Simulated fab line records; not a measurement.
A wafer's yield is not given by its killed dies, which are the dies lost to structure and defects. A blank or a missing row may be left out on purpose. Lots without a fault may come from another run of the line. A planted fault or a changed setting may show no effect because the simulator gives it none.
A struck lot beside a sound one | flow sky130 | 43 out of 708 route steps
Sound: the wafers L849.1, L849.3, L849.4. Struck: wafers L853.1, L853.2, L853.6. At the end, the cause is stated.
At each step with rows: each side's tool, then ch and its chambers, then its first start. Under that, the readings that differ: sound wafers | struck wafers | difference of the means | sigmas: that difference in standard deviations of wafers without a fault.
alike: words and numbers the same on both sides, and readings whose means are apart by under 2 such deviations; not compared: readings that were withheld, readings missing a value for some wafer, numbers with overlapping values and no deviation given by the record, and bounds like >300 which may hide the same value.
The two part at a step that has a row with sigmas, a row that says differs or no value, or rows on one side only. Numbers that have no deviation but don't overlap get no sigmas and don't part them. A reading that every wafer of one side lacks parts them only if that side has two wafers or more.

SKY_SPACER_ETCHBACK_02: etches Si3N4 in CH3F/O2, stops on SiO2, time 46.7 s, target depth 45 nm.
  sound on rie diel-03 ch 0,1,2, day 26 00:45; struck on rie diel-03 ch 0,1,3, day 27 05:14
  alike: drypump motor current A, oes product au, throttle valve pct
  not compared: rf hours counter h
then, 8 steps without rows for these wafers: SKY_POLY_CUT_DEHYDRATE_00 (time 60 s); SKY_POLY_CUT_HMDS_01 (prime time 60 s); SKY_POLY_CUT_COAT_02 (resist thk 60 nm); SKY_POLY_CUT_COAT_03 (resist thk 450 nm); SKY_POLY_CUT_SOFTBAKE_04 (time 90 s); SKY_POLY_CUT_EXPOSE_05 (exposes mask NPCM, target cd 270 nm); SKY_POLY_CUT_PEB_06; SKY_POLY_CUT_DEVELOP_07 (develop time 60 s).
SKY_POLY_CUT_CD_MEAS_08: target cd 270 nm.
  struck on cd sem-02, day 28 09:05; sound on cd sem-01, day 27 06:11
  alike: cd nm
SKY_POLY_CUT_OVL_MEAS_09:
  struck on overlay-01, day 28 09:12; sound on overlay-02, day 27 06:19
  alike: POLY_CUT_OVL
SKY_POLY_CUT_ETCH_10: etches BARC in N2/H2, stops on SiO2, time 45.9 s, target depth 60 nm.
  sound on rie diel-02 ch 1,3, day 27 06:21; struck on rie diel-01 ch 0,1,2, day 28 09:14
  reading               | sound             | struck            | difference | sigmas
  oes product au (a.u.) | 0.861 0.861 0.857 | 0.856 0.842 0.843 | -0.013     | -3
  alike: drypump motor current A, throttle valve pct
  not compared: rf hours counter h
SKY_POLY_CUT_ETCH_11: etches Si3N4 in CF4/CH2F2/Ar, stops on poly-Si, time 42.5 s, target depth 60 nm.
  sound on rie diel-02 ch 1,3, day 27 06:23; struck on rie diel-01 ch 0,1,2, day 28 09:17
  alike: drypump motor current A, oes product au, throttle valve pct
  not compared: rf hours counter h
SKY_POLY_CUT_STRIP_12: strips in O2/N2.
  sound on plasma asher-04 ch 0,1, day 27 06:26; struck on plasma asher-03 ch 0,1, day 28 09:19
  alike: drypump motor current A, oes product au, strip time to endpoint s
  not compared: rf hours counter h
then, 7 steps without rows for these wafers: SKY_SD_P_DEHYDRATE_00 (time 60 s); SKY_SD_P_HMDS_01 (prime time 60 s); SKY_SD_P_COAT_02 (resist thk 1140 nm); SKY_SD_P_SOFTBAKE_03 (time 60 s); SKY_SD_P_EXPOSE_04 (exposes mask PSDM, target cd 380 nm); SKY_SD_P_PEB_05; SKY_SD_P_DEVELOP_06 (develop time 60 s).
SKY_SD_P_CD_MEAS_07: target cd 380 nm.
  struck on cd sem-02, day 29 12:50; sound on cd sem-02, day 28 10:14
  reading    | sound             | struck            | difference | sigmas
  cd nm (nm) | 376.3 376.7 375.6 | 381.6 380.6 382.6 | +5.4       | +2
SKY_SD_P_OVL_MEAS_08:
  struck on overlay-01, day 29 12:58; sound on overlay-01, day 28 10:22
  alike: SD_P_OVL
following that, these wafers have no rows for 1 step: SKY_SD_P_IMPLANT_09.
SKY_SD_P_STRIP_10: strips in O2/N2.
  sound on plasma asher-01 ch 0,1, day 28 10:33; struck on plasma asher-01 ch 0,1, day 29 13:09
  alike: drypump motor current A, oes product au, strip time to endpoint s
  not compared: rf hours counter h
SKY_SD_P_TW_MEAS_11:
  struck on film metro-01, day 29 13:15; sound on film metro-01, day 28 10:39
  alike: SD_P_TW
then, 3 steps without rows for these wafers: SKY_RES_XHIGH_DEHYDRATE_00 (time 60 s); SKY_RES_XHIGH_HMDS_01 (prime time 60 s); SKY_RES_XHIGH_COAT_02 (resist thk 1140 nm).
SKY_RES_XHIGH_SOFTBAKE_03: time 61.26 s.
  sound on litho track-02 ch 0, day 29 00:26; struck on litho track-02 ch 0, day 30 02:26
  reading                | sound             | struck            | difference | sigmas
  resist line temp C (C) | 23.17 23.05 23.17 | 22.92 22.79 23.01 | -0.22      | -2
  alike: chill plate temp C, plate sensor t centre C, plate sensor t edge C
then, 5 steps without rows for these wafers: SKY_RES_XHIGH_EXPOSE_04 (exposes mask URPM, target cd 1270 nm); SKY_RES_XHIGH_PEB_05; SKY_RES_XHIGH_DEVELOP_06 (develop time 60 s); SKY_RES_XHIGH_IMPLANT_07; SKY_RES_XHIGH_STRIP_08 (strips in O2/N2).
SKY_RES_XHIGH_TW_MEAS_09:
  struck on film metro-03, day 30 16:41; sound on film metro-01, day 29 15:02
  reading      | sound          | struck         | difference | sigmas
  RES_XHIGH_TW | 1681 1667 1652 | 1622 1610 1607 | -54        | -3
then, 6 steps without rows for these wafers: SKY_SD_N_DEHYDRATE_00 (time 60 s); SKY_SD_N_HMDS_01 (prime time 60 s); SKY_SD_N_COAT_02 (resist thk 1140 nm); SKY_SD_N_SOFTBAKE_03 (time 60 s); SKY_SD_N_EXPOSE_04 (exposes mask NSDM, target cd 380 nm); SKY_SD_N_PEB_05.
-- record jumps: 18 days separate the struck wafers' starts on either side; left off in module SD_N, taken up again in module PAD_OPEN, whose first shown step is the route's number 708 --
SKY_PAD_OPEN_PROBE_99:
  struck on prober-01, day 48 13:15; sound on prober-01, day 47 16:49
  alike: killed_at_M0_to_M3, killed_at_M4_up, killed at contacts, killed at front end, killed at other, killed dies, killed open, killed short
  not compared: model.etest.licon poly.rc ohm

## WHERE THEY PART
First at SKY_POLY_CUT_ETCH_10; last, within this record, at SKY_RES_XHIGH_TW_MEAS_09. Later steps at which nothing parts them and some readings are alike: SKY_PAD_OPEN_PROBE_99.

WHY: what had been put in by the simulator
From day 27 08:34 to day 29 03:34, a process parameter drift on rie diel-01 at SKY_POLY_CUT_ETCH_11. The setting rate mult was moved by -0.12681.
